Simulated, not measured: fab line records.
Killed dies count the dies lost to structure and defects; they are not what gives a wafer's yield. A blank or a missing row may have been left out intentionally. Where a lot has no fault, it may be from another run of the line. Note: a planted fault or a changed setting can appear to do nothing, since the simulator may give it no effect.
2 desks looking at one fault -- flow gf180mcu -- every desk sees just its own numbers, and what lay behind them comes last

## AT THE METROLOGY DESK
Lot by lot, what the gauges showed, no matter which tool ran the lot: averages of those sampled wafers that carry a number. Marked OUT: a lot whose mean sits more than 4 standard deviations from the usual mean, which makes it out of limits; the brackets give that distance.
Columns: A = M4_ALCU_RS at GF_M4_RS_MEAS_05, usual 0.0696 ohm/sq; B = M4_ALCU_THK at GF_M4_THK_MEAS_06, usual 451 nm; C = cd_nm at GF_M4_CD_MEAS_14, usual 279.7 nm
lot,first seen here,A,B,C
L290,day 23 07:26,0.0680,462,280.0
L291,day 23 20:34,0.0691,452,280.0
L293,day 24 12:13,0.0698,454,277.6
L294,day 25 05:36,0.0696,452,279.0
L296,day 26 07:08,0.0698,450,279.6
L297,day 26 15:59,0.0698,451,279.5
L300,day 27 03:52,0.0692,449,278.8
L301,day 27 12:34,0.0678,465,280.3
L305,day 28 07:04,0.0639 (-6.7) OUT,492 (+7.0) OUT,281.4
L304,day 28 08:12,0.0632 (-7.6) OUT,498 (+8.0) OUT,280.5
L307,day 29 00:53,0.0711,445,279.3
L308,day 29 11:33,0.0698,451,278.7
L309,day 29 14:58,0.0708,446,278.6
L310,day 29 23:36,0.0707,447,280.5
This desk's finding: out of limits on L304, L305; first on L305, day 28 07:04 (M4_ALCU_RS at GF_M4_RS_MEAS_05). Within limits: L290, L291, L293, L294, L296, L297, L300, L301, L307, L308, L309, L310.

## THE TOOL OWNER'S DESK: pvd_sputter-04
The tool's own readings at GF_M4_SPUTTER_02 (material AlCu, target thk 450 nm, time 23.9 s): means of the sampled wafers that have a number, for each lot that ran on this tool. Marked OUT: a lot whose mean sits more than 4 standard deviations from the usual mean, which makes it out of limits; the brackets give that distance.
Columns: A = throttle_valve_pct at GF_M4_SPUTTER_02, usual 30.7 %
lot,first seen here,A
L290,day 23 07:17,30.8
L300,day 27 03:45,31.0
L301,day 27 12:28,30.6
L305,day 28 06:58,30.8
L304,day 28 08:07,30.9
This desk's verdict: no lot among the 5 shows anything out of limits.

## BROUGHT TOGETHER
On L304, L305, the metrology desk was in a position to raise an alarm at day 28 07:04.
The desk of the tool owner found nothing out of limits.
Tool owner's desk: L304, L305 on record, inside its limits.
On pvd_sputter-04, each named lot ran GF_M4_SPUTTER_02.

## WHAT THE SIMULATOR HAD INSERTED
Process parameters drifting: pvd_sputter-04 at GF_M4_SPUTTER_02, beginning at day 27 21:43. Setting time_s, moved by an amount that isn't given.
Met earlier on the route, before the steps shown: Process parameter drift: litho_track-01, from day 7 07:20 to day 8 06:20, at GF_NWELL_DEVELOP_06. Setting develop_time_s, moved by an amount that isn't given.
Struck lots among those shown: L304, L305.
Delay in hours, fault start to first out-of-limits reading, per desk: metrology desk 9.
